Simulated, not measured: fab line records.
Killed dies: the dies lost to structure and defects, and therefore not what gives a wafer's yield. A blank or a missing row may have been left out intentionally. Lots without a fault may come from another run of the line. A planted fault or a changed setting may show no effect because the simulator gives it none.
The tool behind it: which one?    flow gf180mcu    Sampling: 6 lots, 18 wafers, 5 of 602 route steps

WHAT THE GAUGES READ, wafer by wafer
GF_M4_CD_MEAS_14: the cd target is 280 nm.
lot   measured      on         cd nm (nm)
L219  day 23 16:19  cd sem-02  279.5 280.0 279.4
L221  day 25 06:06  cd sem-02  280.6 279.5 281.0
L225  day 26 07:47  cd sem-01  278.4 248.3 278.3
L235  day 29 19:01  cd sem-01  282.3 280.8 280.0
L238  day 29 22:53  cd sem-01  279.6 278.1 279.0
L240  day 30 02:06  cd sem-02  277.1 278.5 277.5

EACH LOT AND THE TOOL THAT RAN IT (in order: tool; ch and the chambers of the sampled wafers; start)
lot   GF_M3_SPUTTER_03              GF_V3_ETCH_16                       GF_V3_STRIP_18                        GF_M4_EXPOSE_11
L219  pvd sputter-02, day 20 17:25  rie diel-03 ch 0,1,2, day 22 17:48  plasma asher-04 ch 0,1, day 22 17:58  krf scanner-02 ch 0, day 23 07:04
L221  pvd sputter-01, day 21 23:52  rie diel-03 ch 2,3, day 24 06:34    plasma asher-01 ch 0,1, day 24 06:41  krf scanner-01 ch 0, day 24 18:09
L225  pvd sputter-01, day 23 13:28  rie diel-04 ch 2,3, day 25 09:47    plasma asher-01 ch 0,1, day 25 09:55  krf scanner-02 ch 0, day 25 21:07
L235  pvd sputter-02, day 27 05:56  rie diel-03 ch 0,2,3, day 28 22:34  plasma asher-04 ch 0, day 28 22:41    krf scanner-01 ch 0, day 29 08:29
L238  pvd sputter-01, day 27 09:41  rie diel-03 ch 2,3, day 29 03:15    plasma asher-04 ch 0,1, day 29 03:23  krf scanner-02 ch 0, day 29 13:57
L240  pvd sputter-03, day 27 13:48  rie diel-01 ch 0,1,3, day 29 05:57  plasma asher-04 ch 0,1, day 29 06:05  krf scanner-01 ch 0, day 29 18:13
- GF_M3_SPUTTER_03: material Ti, target thk 10 nm, time 6.7 s.
- GF_V3_ETCH_16: etches BARC in N2/H2.
- GF_V3_STRIP_18: strips in O2/N2.
- GF_M4_EXPOSE_11: exposes mask Metal4, target cd 280 nm.

THE ANSWER, worked out from the rows above alone
Rule: what is usual is taken from the lots themselves. Put in order of their means at a reading, lots are off if they are a third of the lots or fewer, leave a main group of 4 or more, and stand apart from it by a gap of 3 or more times the standard deviation of the main group's means; of several such gaps the widest counts. Not used: any main group whose means are identical at the precision the tables above print for the reading. Also off: a lot with no number at a reading for which 4 or more lots have one. The other lots that the step has rows for count as sound.
Off: L225, at GF_M4_CD_MEAS_14 (cd nm). For the main group the mean is 279.5 nm and the standard deviation 1.2.
If a tool, at a process step before that reading, ran all the lots that are off and no sound lot after the first of them, it fits. Gauges at GF_M4_CD_MEAS_14: tried the same way as those tools. 2 tools fit, rie diel-04 at GF_V3_ETCH_16 and plasma asher-01 at GF_V3_STRIP_18, so this cannot tell which one it is.

WHAT HAD BEEN PUT IN BY THE SIMULATOR
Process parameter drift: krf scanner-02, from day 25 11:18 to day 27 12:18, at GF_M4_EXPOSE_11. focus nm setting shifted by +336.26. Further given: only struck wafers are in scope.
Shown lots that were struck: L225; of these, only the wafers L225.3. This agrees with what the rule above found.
